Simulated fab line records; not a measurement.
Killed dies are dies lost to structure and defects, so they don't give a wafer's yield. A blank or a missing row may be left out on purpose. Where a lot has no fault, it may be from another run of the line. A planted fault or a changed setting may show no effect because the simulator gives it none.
Comparing a struck lot with a sound one || flow sky130 || 43 steps out of a route of 708
Sound: the wafers L676.4, L676.5, L676.6. Struck: wafer L690.6. (L690.2, L690.3 of the same lot were not struck and are left out.) The cause comes at the end.
Per side, at each step with rows, come the tool, then ch with its chambers, and then its first start. Under that, the readings that differ: sound wafers || struck wafers || difference of the means || sigmas: that difference in standard deviations of wafers without a fault.
alike: a reading whose means differ by less than 2 such deviations, as well as words and numbers matching on both sides. not compared: withheld readings; readings where some wafer has no value; bounds like >300 that might hide an equal value; numbers whose values overlap and for which the record gives no deviation.
A row with sigmas, a row that says differs or no value, or rows on one side alone: a step with any of these is where the two part. Non-overlapping numbers with no deviation appear without sigmas and do not part them. A reading missing from all wafers of one side parts the sides only when that side holds two or more wafers.

first, 1 step without rows for these wafers: SKY_VIA3_CMP_02 (polishes SiO2).
SKY_VIA3_BOW_MEAS_03:
  sound on filmMetro-02, day 39 02:36; struck on filmMetro-04, day 42 19:10
  alike: VIA3_BOW
then, 8 steps without rows for these wafers: SKY_VIA3_DEHYDRATE_04 (time 60 s); SKY_VIA3_HMDS_05 (prime time 60 s); SKY_VIA3_COAT_06 (resist thk 60 nm); SKY_VIA3_COAT_07 (resist thk 450 nm); SKY_VIA3_SOFTBAKE_08 (time 90 s); SKY_VIA3_EXPOSE_09 (exposes mask VIM3, target cd 200 nm); SKY_VIA3_PEB_10; SKY_VIA3_DEVELOP_11 (develop time 60 s).
SKY_VIA3_CD_MEAS_12 targets a cd of 200 nm.
  sound on cdSem-01, day 40 02:52; struck on cdSem-02, day 43 18:05
  alike: cdNm
SKY_VIA3_OVL_MEAS_13:
  sound on overlay-02, day 40 02:57; struck on overlay-02, day 43 18:11
  alike: VIA3_OVL
SKY_VIA3_ETCH_14: etches BARC in N2/H2, stops on SiO2, time 45.9 s, target depth 60 nm.
  sound on rieDiel-04 ch 0,1,3, day 40 02:58; struck on rieDiel-03 ch 2, day 43 18:13
{"reading": "oesProductAu (a.u.)", "sound": "0.851 0.853 0.854", "struck": 0.864, "difference": "+0.011", "sigmas": "+2"}
{"reading": "throttleValvePct (%)", "sound": "13.214 13.221 13.226", "struck": 13.245, "difference": "+0.025", "sigmas": "+3"}
  alike: drypumpMotorCurrentA, h2FlowSccm, n2FlowSccm
  not compared: rfHoursCounterH
then, 5 steps without rows for these wafers: SKY_VIA3_ETCH_15 (etches SiO2 in C4F8/O2/Ar, stops on TiN, target depth 507 nm, time 78 s); SKY_VIA3_STRIP_16 (strips in O2/N2); SKY_VIA3_STRIP_17 (strips in post etch residue remover, time 1200 s); SKY_VIA3_CLEAN_18 (cleans in IPA, time 180 s); SKY_VIA3_CLEAN_19 (cleans in O3/DIW).
SKY_VIA3_SPUTTER_20: material TiN, target thk 20 nm, time 80 s.
  sound on pvdSputter-03, day 40 03:40; struck on pvdSputter-02, day 43 18:57
  alike: throttleValvePct
SKY_VIA3_CVD_21: deposits W, target thk 390 nm, time 117.31 s.
  sound on cvdW-01 ch 0,1, day 40 03:46; struck on cvdW-02 ch 1, day 43 19:01
  alike: chamberPressureTorr, heaterPowerW
SKY_VIA3_RS_MEAS_22: a four-point-probe measurement.
  sound on filmMetro-01, day 40 04:00; struck on filmMetro-01, day 43 19:10
  alike: VIA3_W_RS
SKY_VIA3_THK_MEAS_23: measures by xrf.
  sound on filmMetro-01, day 40 04:05; struck on filmMetro-01, day 43 19:16
  alike: VIA3_W_THK
then, 1 step without rows for these wafers: SKY_VIA3_CMP_24 (polishes, stops on SiO2, t overpolish 20 s, target thk 0 nm).
SKY_METAL4_SPUTTER_00: material Ti, target thk 15 nm, time 10 s.
  sound on pvdSputter-02, day 40 04:43; struck on pvdSputter-03, day 43 19:37
  alike: throttleValvePct
then, 2 steps without rows for these wafers: SKY_METAL4_SPUTTER_01 (material TiN, target thk 20 nm, time 16.7 s); SKY_METAL4_SPUTTER_02 (material AlCu, target thk 735 nm, time 39.1 s).
SKY_METAL4_SPUTTER_03: material Ti, target thk 5 nm, time 3.3 s.
  sound on pvdSputter-02, day 40 04:48; struck on pvdSputter-03, day 43 19:42
  alike: throttleValvePct
SKY_METAL4_SPUTTER_04: material TiN, target thk 70 nm, time 58.3 s.
  sound on pvdSputter-02, day 40 04:49; struck on pvdSputter-03, day 43 19:43
  alike: throttleValvePct
then, 1 step without rows for these wafers: SKY_CAP2M_CVD_00 (deposits SiO2, target thk 15.5 nm).
SKY_CAP2M_THK_MEAS_01:
  sound on filmMetro-01, day 40 04:55; struck on filmMetro-03, day 43 19:48
{"reading": "CAP2M_CVD_00_THK (nm)", "sound": "15.84 15.86 15.95", "struck": 15.28, "difference": -0.60, "sigmas": -3}
then, 1 step without rows for these wafers: SKY_CAP2M_SPUTTER_02 (material TiN, target thk 200 nm, time 166.7 s).
SKY_CAP2M_RS_MEAS_03: a four-point-probe measurement.
  sound on filmMetro-01, day 40 05:07; struck on filmMetro-01, day 43 19:59
  alike: CAP2M_TIN_RS
SKY_CAP2M_THK_MEAS_04: measures by xrf.
  sound on filmMetro-01, day 40 05:13; struck on filmMetro-01, day 43 20:05
  alike: CAP2M_TIN_THK
then, 7 steps without rows for these wafers: SKY_CAP2M_DEHYDRATE_05 (time 60 s); SKY_CAP2M_HMDS_06 (prime time 60 s); SKY_CAP2M_COAT_07 (resist thk 1140 nm); SKY_CAP2M_SOFTBAKE_08 (time 60 s); SKY_CAP2M_EXPOSE_09 (exposes mask CAP2M, target cd 1000 nm); SKY_CAP2M_PEB_10; SKY_CAP2M_DEVELOP_11 (develop time 60 s).
SKY_CAP2M_OVL_MEAS_12:
  sound on overlay-02, day 41 04:47; struck on overlay-02, day 44 17:37
  alike: CAP2M_OVL
then, 1 step without rows for these wafers: SKY_CAP2M_METAL_ETCH_13 (etches TiN in Cl2/BCl3, stops on SiO2, target depth 220 nm, time 62.9 s).
-- the record jumps here: 5 days lie between the struck wafers' starts before and after (it left off in module CAP2M and takes up again in module PAD_OPEN, whose first step shown is number 708 of the route) --
SKY_PAD_OPEN_PROBE_99:
  sound on prober-02, day 46 00:38; struck on prober-01, day 49 05:52
{"reading": "defectLimitedYield (%)", "sound": "85.0 83.3 80.1", "struck": 73.0, "difference": -9.8, "sigmas": -5}
{"reading": "killed_at_M0_to_M3", "sound": "36 40 47", "struck": 94, "difference": "+53", "sigmas": "+8"}
{"reading": "killedDies", "sound": "74 82 98", "struck": 133, "difference": "+48", "sigmas": "+5"}
{"reading": "sort_bin_3_pad_short (%)", "sound": "0.4 0.6 1.6", "struck": 4.3, "difference": "+3.4", "sigmas": "+7"}
{"reading": "sort_bin_5_function (%)", "sound": "7.9 10.0 12.0", "struck": 16.1, "difference": "+6.1", "sigmas": "+4"}
{"reading": "sortNPass", "sound": "418 410 394", "struck": 359, "difference": -48, "sigmas": -5}
{"reading": "sortYieldPct (%)", "sound": "85.0 83.3 80.1", "struck": 73.0, "difference": -9.8, "sigmas": -5}
{"reading": "model.etest.tester.sortNPass", "sound": "418 410 394", "struck": 359, "difference": -48, "sigmas": ""}
{"reading": "model.etest.tester.sortYieldPct (%)", "sound": "84.96 83.33 80.08", "struck": 72.97, "difference": -9.82, "sigmas": ""}
{"reading": "model.etest.tester.sort_bin_5_pct (%)", "sound": "7.927 9.959 11.99", "struck": 16.06, "difference": "+6.10", "sigmas": ""}
{"reading": "model.etest.tester.sort_bin_3_pct (%)", "sound": "0.4065 0.6098 1.626", "struck": 4.268, "difference": "+3.387", "sigmas": ""}
  alike: killed_at_M4_up, killedAtContacts, killedAtFrontEnd, killedAtOther, killedOnRim, killedOpen, killedShort, sort_bin_6_memory

== WHERE THEY PART ==
First at SKY_VIA3_ETCH_14; last, within this record, at SKY_PAD_OPEN_PROBE_99.

WHY: what had been put in by the simulator
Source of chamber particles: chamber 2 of rieDiel-03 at SKY_VIA3_ETCH_14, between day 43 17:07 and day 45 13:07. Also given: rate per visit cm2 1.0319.
